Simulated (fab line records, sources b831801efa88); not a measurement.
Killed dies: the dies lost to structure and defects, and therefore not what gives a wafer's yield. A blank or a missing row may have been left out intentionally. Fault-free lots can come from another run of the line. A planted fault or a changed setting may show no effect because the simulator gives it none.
The tool behind it: which one? ; flow sky130 ; 10 lots with 30 wafers sampled at 3 steps, on a route of 708 steps

WHAT THE GAUGES READ, wafer by wafer
SKY_VIA4_RS_MEAS_19: uses a four-point probe to measure.
lot;measured;on;VIA4_W_RS (ohm/sq)
L677;day 44 01:16;film_metro-01;0.2222 0.2238 0.2223
L679;day 44 14:32;film_metro-02;0.2279 0.2321 0.2305
L681;day 45 06:55;film_metro-02;0.2308 0.2287 0.2278
L687;day 46 22:05;film_metro-01;0.2281 0.2267 0.2282
L688;day 46 22:40;film_metro-03;0.2250 0.2257 0.2285
L689;day 47 09:00;film_metro-01;0.1141 0.1140 0.1136
L690;day 47 12:22;film_metro-01;0.2303 0.2318 0.2281
L691;day 47 16:25;film_metro-01;0.1112 0.1132 0.1109
L694;day 48 03:01;film_metro-03;0.1127 0.1141 0.1125
L693;day 48 08:40;film_metro-03;0.2299 0.2262 0.2236

WHICH TOOL RAN EACH LOT (tool, then ch and the chambers of the sampled wafers, then the start)
lot;SKY_METAL4_SPUTTER_02;SKY_VIA4_CVD_18
L677;pvd_sputter-01, day 40 23:07;cvd_w-01 ch 0,1, day 44 01:05
L679;pvd_sputter-01, day 41 13:16;cvd_w-02 ch 0,1, day 44 14:23
L681;pvd_sputter-01, day 42 05:23;cvd_w-02 ch 0,1, day 45 06:47
L687;pvd_sputter-02, day 44 00:49;cvd_w-02 ch 0,1, day 46 21:56
L688;pvd_sputter-01, day 44 02:04;cvd_w-01 ch 0,1, day 46 22:30
L689;pvd_sputter-02, day 44 12:49;cvd_w-02 ch 0,1, day 47 08:32
L690;pvd_sputter-03, day 44 17:22;cvd_w-02 ch 0,1, day 47 12:11
L691;pvd_sputter-01, day 44 21:37;cvd_w-01 ch 0,1, day 47 15:47
L694;pvd_sputter-01, day 45 10:05;cvd_w-01 ch 0,1, day 48 02:32
L693;pvd_sputter-01, day 45 15:58;cvd_w-01 ch 0,1, day 48 08:31
- SKY_METAL4_SPUTTER_02: material AlCu, target thk 735 nm, time 39.1 s.
- SKY_VIA4_CVD_18: deposits W, target thk 505 nm, time 152.14 s.

THE ANSWER, worked out from the rows above alone
Rule: what is usual is taken from the lots themselves. Put in order of their means at a reading, lots are off if they are a third of the lots or fewer, leave a main group of 4 or more, and stand apart from it by a gap of 3 or more times the standard deviation of the main group's means; of several such gaps the widest counts. The tables above print the reading to a certain number of digits; a main group whose means all agree to those digits is not used. Also off: a lot with no number at a reading for which 4 or more lots have one. The other lots that the step has rows for count as sound.
Off: at SKY_VIA4_RS_MEAS_19 (VIA4_W_RS), L689, L691, L694. The main group has a mean of 0.2275 ohm/sq with a standard deviation of 0.0024.
A tool fits if, at a process step before that reading, it ran every lot that is off, and no sound lot after the first of them. The gauges at SKY_VIA4_RS_MEAS_19 are tried like those tools. Not one of the candidates tried fits.

WHAT THE SIMULATOR PUT IN
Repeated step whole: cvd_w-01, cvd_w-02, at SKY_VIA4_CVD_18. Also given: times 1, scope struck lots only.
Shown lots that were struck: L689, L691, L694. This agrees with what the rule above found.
